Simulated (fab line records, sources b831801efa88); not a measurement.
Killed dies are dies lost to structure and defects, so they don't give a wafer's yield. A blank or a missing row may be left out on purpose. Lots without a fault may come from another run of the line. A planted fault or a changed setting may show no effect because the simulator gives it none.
A struck lot beside a sound one | flow gf180mcu | 23 steps out of a route of 602
Sound: wafers L687.2, L687.4, L687.6. Struck: wafers L693.2, L693.5, L693.6. The cause comes at the end.
At each step with rows: each side's tool, then ch and its chambers, then its first start. Under that, the readings that differ: sound wafers | struck wafers | difference of the means | sigmas: that difference in standard deviations of wafers without a fault.
alike: readings whose means differ by less than 2 such deviations, and words and numbers that are the same on both sides. not compared: withheld readings, readings that some wafer has no value for, bounds like >300 that may hide the same value, and numbers for which the record gives no deviation and whose values overlap.
The two part at a step that has a row with sigmas, a row that says differs or no value, or rows on one side only. Numbers that don't overlap but have no deviation are shown without sigmas and don't part them. A reading that every wafer of one side lacks parts them only if that side has two wafers or more.

first, 4 steps without rows for these wafers: GF_NSD_SOFTBAKE_03 (time 60 s); GF_NSD_EXPOSE_04 (exposes mask Nplus, target cd 400 nm); GF_NSD_PEB_05; GF_NSD_DEVELOP_06 (develop time 60 s).
GF_NSD_CD_MEAS_07: target cd 400 nm.
  sound on cd_sem-02, day 14 13:08; struck on cd_sem-01, day 16 23:41
  alike: cd_nm
GF_NSD_OVL_MEAS_08:
  sound on overlay-01, day 14 13:15; struck on overlay-01, day 16 23:48
  alike: NSD_OVL
then, 2 steps without rows for these wafers: GF_NSD_IMPLANT_09; GF_NSD_IMPLANT_10.
GF_NSD_STRIP_11: strips in O2/N2.
  sound on plasma_asher-02 ch 1, day 14 13:35; struck on plasma_asher-04 ch 0,1, day 17 00:08
  alike: drypump_motor_current_A, heater_power_w, oes_product_au, strip_time_to_endpoint_s
  not compared: rf_hours_counter_h
GF_NSD_TW_MEAS_12:
  sound on film_metro-03, day 14 13:41; struck on film_metro-04, day 17 00:14
  alike: NSD_TW
then, 2 steps without rows for these wafers: GF_PSD_DEHYDRATE_00 (time 60 s); GF_PSD_HMDS_01 (prime time 60 s).
GF_PSD_COAT_02: resist thk 1000 nm.
  sound on litho_track-02 ch 0, day 14 23:53; struck on litho_track-03 ch 0, day 17 11:05
  reading                                  | sound                | struck               | difference | sigmas
  spin_speed_rpm (rpm)                     | 2999.4 3000.7 3002.1 | 3548.7 3549.2 3548.2 | +548.0     | +99 or more
  model.NOVOLAK_of_PSD_COAT_02.thk_nm (nm) | 998.2 1000 1001      | 916.5 920 918.6      | -81.4      |
  alike: dispense_pressure_kPa
then, 3 steps without rows for these wafers: GF_PSD_SOFTBAKE_03 (time 60 s); GF_PSD_EXPOSE_04 (exposes mask Pplus, target cd 400 nm); GF_PSD_PEB_05.
GF_PSD_DEVELOP_06: develop time 60 s.
  sound on litho_track-02 ch 0, day 15 09:44; struck on litho_track-02 ch 0, day 17 22:53
  reading                                  | sound            | struck            | difference | sigmas
  model.NOVOLAK_of_PSD_COAT_02.thk_nm (nm) | 997.7 999.9 1001 | 916.1 919.6 918.2 | -81.6      |
GF_PSD_CD_MEAS_07: target cd 400 nm.
  sound on cd_sem-01, day 15 09:52; struck on cd_sem-02, day 17 23:01
  reading    | sound             | struck            | difference | sigmas
  cd_nm (nm) | 398.3 398.9 399.0 | 404.5 405.4 406.3 | +6.7       | +3
GF_PSD_OVL_MEAS_08:
  sound on overlay-01, day 15 09:59; struck on overlay-01, day 17 23:08
  alike: PSD_OVL
then, 1 step without rows for these wafers: GF_PSD_IMPLANT_09.
GF_PSD_STRIP_10: strips in O2/N2.
  sound on plasma_asher-04 ch 0,1, day 15 10:10; struck on plasma_asher-03 ch 0,1, day 17 23:19
  reading                      | sound             | struck            | difference | sigmas
  heater_power_w (W)           | 315 282 288       | 375 375 356       | +74        | +2
  oes_product_au (a.u.)        | 0.584 0.589 0.599 | 0.571 0.579 0.584 | -0.013     | -3
  strip_time_to_endpoint_s (s) | 16.51 16.55 16.54 | 15.60 15.62 15.59 | -0.93      | -27
  alike: drypump_motor_current_A
  not compared: rf_hours_counter_h
GF_PSD_TW_MEAS_11:
  sound on film_metro-01, day 15 10:16; struck on film_metro-01, day 17 23:25
  alike: PSD_TW
GF_PASSIVATION_PROBE_99:
  the record has rows for the sound wafers here (prober-02, day 30 01:03) and none for the struck ones

WHERE THEY PART
First at GF_PSD_COAT_02; last, within this record, at GF_PASSIVATION_PROBE_99.

WHY: what the simulator had put in
Process parameter drift: litho_track-03, from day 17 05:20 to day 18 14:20, at GF_PSD_COAT_02. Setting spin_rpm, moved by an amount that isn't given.
